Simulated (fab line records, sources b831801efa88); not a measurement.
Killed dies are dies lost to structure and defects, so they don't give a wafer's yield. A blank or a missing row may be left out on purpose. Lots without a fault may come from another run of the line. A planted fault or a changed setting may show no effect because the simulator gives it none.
Which tool did it? | flow gf180mcu | 13 lots, 39 wafers sampled, at 5 steps of a route of 602

WHAT THE GAUGES READ, wafer by wafer
GF_LVPWELL_OVL_MEAS_07.
lot  | measured    | on         | LVPWELL_OVL (nm)
L426 | day 4 10:19 | overlay-02 | -1.7 -1.2 -1.5
L427 | day 4 15:02 | overlay-02 | -2.3 -1.2 -1.2
L428 | day 4 19:34 | overlay-01 | -2.5 -2.3 -2.1
L429 | day 5 01:41 | overlay-01 | 0.0 -1.6 -0.6
L431 | day 5 12:02 | overlay-01 | -1.2 -3.4 -2.6
L432 | day 5 16:19 | overlay-01 | -1.4 -2.2 -0.8
L433 | day 5 21:37 | overlay-02 | -4.0 -1.4 -2.5
L434 | day 6 04:36 | overlay-02 | -1.9 -0.9 -0.7
L435 | day 6 09:19 | overlay-01 | -0.4 -2.7 -0.7
L444 | day 8 16:05 | overlay-01 | -0.4 -0.5 -2.9
L445 | day 9 01:21 | overlay-01 | -0.5 -1.4 -0.4
L446 | day 9 01:26 | overlay-02 | -2.2 -1.6 -1.4
L447 | day 9 06:01 | overlay-01 | -2.6 -3.2 -2.2

GF_VT_IMPLANT_OVL_MEAS_07.
lot  | measured     | on         | VT_IMPLANT_OVL (nm)
L426 | day 6 05:07  | overlay-02 | 0.6 0.4 0.6
L427 | day 6 09:29  | overlay-02 | -1.2 0.2 -1.3
L428 | day 6 14:50  | overlay-02 | 0.6 -0.5 -1.1
L429 | day 6 21:22  | overlay-02 | 0.7 1.7 0.1
L431 | day 7 08:23  | overlay-02 | 0.4 2.5 1.9
L432 | day 7 13:17  | overlay-02 | -0.8 1.9 -0.9
L433 | day 7 19:22  | overlay-02 | -1.7 -2.5 0.0
L434 | day 8 02:46  | overlay-01 | -1.4 -2.3 -2.4
L435 | day 8 07:59  | overlay-01 | -1.8 0.6 1.7
L444 | day 10 21:05 | overlay-01 | 0.8 0.0 3.6
L445 | day 11 07:19 | overlay-02 | 0.0 -1.9 0.8
L446 | day 11 08:02 | overlay-01 | 0.7 0.9 0.2
L447 | day 11 13:10 | overlay-02 | 0.0 0.6 1.5

GF_V1_THK_MEAS_01.
lot  | measured     | on            | V1_CVD_00_THK (nm)
L426 | day 17 20:43 | film_metro-03 | 586 586 588
L427 | day 18 04:41 | film_metro-03 | 591 589 603
L428 | day 18 11:43 | film_metro-03 | 596 594 593
L429 | day 19 07:17 | film_metro-04 | 597 597 596
L431 | day 19 16:42 | film_metro-01 | 600 595 605
L432 | day 19 22:30 | film_metro-03 | 591 602 607
L433 | day 20 11:32 | film_metro-03 | 605 605 598
L434 | day 20 20:30 | film_metro-01 | 607 593 595
L435 | day 21 04:29 | film_metro-04 | 594 589 599
L444 | day 24 12:37 | film_metro-03 | 583 587 583
L445 | day 25 01:08 | film_metro-03 | 608 581 615
L446 | day 24 23:40 | film_metro-03 | 593 599 597
L447 | day 25 06:36 | film_metro-03 | 596 599 606

WHICH TOOL RAN EACH LOT (tool, then ch and the chambers of the sampled wafers, then the start)
lot  | GF_MVPSD_COAT_02                  | GF_MVPSD_STRIP_10
L426 | litho_track-01 ch 0, day 5 07:02  | plasma_asher-04 ch 0,1, day 5 14:59
L427 | litho_track-01 ch 0, day 5 12:07  | plasma_asher-04 ch 1, day 5 19:19
L428 | litho_track-02 ch 0, day 5 16:37  | plasma_asher-04 ch 0,1, day 6 00:37
L429 | litho_track-01 ch 0, day 5 23:37  | plasma_asher-03 ch 0,1, day 6 07:28
L431 | litho_track-02 ch 0, day 6 09:39  | plasma_asher-04 ch 0,1, day 6 17:42
L432 | litho_track-02 ch 0, day 6 14:46  | plasma_asher-01 ch 0,1, day 6 21:59
L433 | litho_track-02 ch 0, day 6 19:51  | plasma_asher-03 ch 0,1, day 7 03:29
L434 | litho_track-02 ch 0, day 7 02:27  | plasma_asher-04 ch 0,1, day 7 11:04
L435 | litho_track-02 ch 0, day 7 07:48  | plasma_asher-03 ch 0,1, day 7 16:15
L444 | litho_track-03 ch 0, day 9 17:55  | plasma_asher-01 ch 0,1, day 10 02:58
L445 | litho_track-01 ch 0, day 10 03:28 | plasma_asher-01 ch 0,1, day 10 13:08
L446 | litho_track-02 ch 0, day 10 03:31 | plasma_asher-04 ch 0,1, day 10 13:29
L447 | litho_track-02 ch 0, day 10 08:49 | plasma_asher-03 ch 0, day 10 19:07
- GF_MVPSD_COAT_02: resist thk 3000 nm.
- GF_MVPSD_STRIP_10: strips in O2/N2.

WHAT THE TOOLS THEMSELVES READ (means of the sampled wafers that have a number; where no wafer has one, the mark that the record gives instead)
GF_MVPSD_COAT_02.
lot  | tool           | exhaust_pa (Pa) | spin_speed_rpm (rpm)
L426 | litho_track-01 | 45.3            | 2001.1
L427 | litho_track-01 | 45.9            | 1999.2
L428 | litho_track-02 | 45.2            | 2000.5
L429 | litho_track-01 | 46.1            | 2000.3
L431 | litho_track-02 | 44.9            | 1999.8
L432 | litho_track-02 | 45.2            | 2001.1
L433 | litho_track-02 | 45.4            | 2000.8
L434 | litho_track-02 | 45.6            | 2000.1
L435 | litho_track-02 | 45.2            | 2001.1
L444 | litho_track-03 | 44.8            | 1999.1
L445 | litho_track-01 | 44.8            | 2000.2
L446 | litho_track-02 | 46.0            | 1999.1
L447 | litho_track-02 | 44.6            | 2000.5

GF_MVPSD_STRIP_10.
lot  | tool            | chamber_pressure_mTorr (mTorr) | drypump_motor_current_A (A) | heater_power_w (W) | oes_product_au (a.u.) | strip_time_to_endpoint_s (s)
L426 | plasma_asher-04 | 1499.7                         | 6.1                         | 357                | 0.719                 | 36.81
L427 | plasma_asher-04 | 1499.5                         | 6.2                         | 313                | 0.721                 | 36.95
L428 | plasma_asher-04 | 1500.8                         | 6.0                         | 359                | 0.723                 | 37.04
L429 | plasma_asher-03 | 1499.8                         | 5.4                         | 274                | 0.726                 | 36.83
L431 | plasma_asher-04 | 1499.3                         | 6.1                         | 357                | 0.720                 | 37.01
L432 | plasma_asher-01 | 1499.2                         | 5.9                         | 368                | 0.721                 | 37.10
L433 | plasma_asher-03 | 1500.2                         | 5.4                         | 278                | 0.727                 | 36.96
L434 | plasma_asher-04 | 1501.0                         | 6.0                         | 397                | 0.722                 | 36.16
L435 | plasma_asher-03 | 1500.3                         | 5.4                         | 277                | 0.725                 | 36.08
L444 | plasma_asher-01 | 1501.1                         | 6.0                         | 394                | 0.726                 | 37.00
L445 | plasma_asher-01 | 1501.6                         | 6.0                         | 389                | 0.729                 | 37.06
L446 | plasma_asher-04 | 1499.4                         | 5.9                         | 390                | 0.722                 | 36.83
L447 | plasma_asher-03 | 1500.9                         | 5.0                         | 268                | 0.723                 | 37.09

THE ANSWER, worked out from the rows above alone
Rule: what is usual is taken from the lots themselves. Put in order of their means at a reading, lots are off if they are a third of the lots or fewer, leave a main group of 4 or more, and stand apart from it by a gap of 3 or more times the standard deviation of the main group's means; of several such gaps the widest counts. A main group whose means are all the same, to the digits that the tables above print for the reading, isn't used. A lot without any number at a reading at which 4 lots or more have one is off too. The other lots that the step has rows for count as sound. The gauges are gone through in route order, then the tools' own readings, and for those a lot's mean is taken as printed above. The first step at which some lot is off is used, and at that step the reading that is off furthest; a lot without a number counts as furthest.
Off: L434, L435, at GF_MVPSD_STRIP_10 (strip_time_to_endpoint_s). The main group: mean 36.97 s, standard deviation 0.1.
A tool fits if, at that step or a process step before it, it ran every lot that is off, and no sound lot after the first of them. None of those tried fits.

WHAT THE SIMULATOR HAD PUT IN
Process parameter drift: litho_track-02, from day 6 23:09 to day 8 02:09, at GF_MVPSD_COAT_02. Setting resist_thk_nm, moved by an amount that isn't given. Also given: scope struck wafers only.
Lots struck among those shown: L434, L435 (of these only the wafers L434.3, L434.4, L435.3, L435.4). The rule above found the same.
